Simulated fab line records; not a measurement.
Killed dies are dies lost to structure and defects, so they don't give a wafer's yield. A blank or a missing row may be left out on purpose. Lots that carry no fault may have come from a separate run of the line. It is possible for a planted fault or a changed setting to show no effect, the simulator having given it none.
Chamber matching | flow gf180mcu | 4 sister chambers for GF_CONTACT_CMP_27 on cmp-02
The step polishes, stops on SiO2, t overpolish 15 s, target thk 0 nm. 8 wafers are shown with their chamber, then 8 later ones without.

== WAFERS WITH THEIR CHAMBER ==
wafer  | chamber | motor current A (A) | time to endpoint s (s)
L718.2 | 0       | 12.0                | 75.1
L717.1 | 2       | 11.2                | 78.4
L723.2 | 1       | 8.8                 | 70.6
L723.4 | 0       | 12.4                | 71.1
L724.1 | 1       | 8.7                 | 74.4
L724.3 | 2       | 10.8                | 76.8
L724.6 | 3       | 11.7                | 75.0
L726.1 | 3       | 11.2                | 79.4

== WAFERS MISSING THEIR CHAMBER ==
wafer  | motor current A (A) | time to endpoint s (s)
L726.4 | 11.8                | 74.8
L726.5 | 11.1                | 79.0
L728.1 | 8.3                 | 72.4
L728.5 | 11.3                | 68.9
L728.6 | 11.5                | 71.5
L736.1 | 11.1                | 74.2
L736.4 | 8.6                 | 70.2
L736.5 | 10.9                | 71.3

== THE CHAMBER EACH PASSED THROUGH ==
wafer  | from the rows above          | in truth
L726.4 | can't be placed: 3 or 0 or 2 | 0
L726.5 | can't be placed: 2 or 3      | 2
L728.1 | 1                            | 1
L728.5 | can't be placed: 3 or 2 or 0 | 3
L728.6 | can't be placed: 3 or 0 or 2 | 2
L736.1 | can't be placed: 2 or 3      | 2
L736.4 | 1                            | 1
L736.5 | can't be placed: 2 or 3      | 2
Correct placement for 2 of the 8. Can't be placed from these rows: 6 (the true chamber is among the candidates in 6). Number placed wrongly: 0.
How it was worked out, from the rows above alone: a wafer's distance from a chamber is the root of the sum, over the readings, of the square of ((its reading less the chamber's mean) divided by the reading's scatter). The wafer belongs to the nearest chamber; if the next one is less than 2 further off, it can't be placed. For every chamber, the mean is computed from those of its wafers that are shown. The scatter: take each reading less its chamber's mean, square it, sum over the shown wafers, divide by the number of wafers less the number of chambers, and take the root.
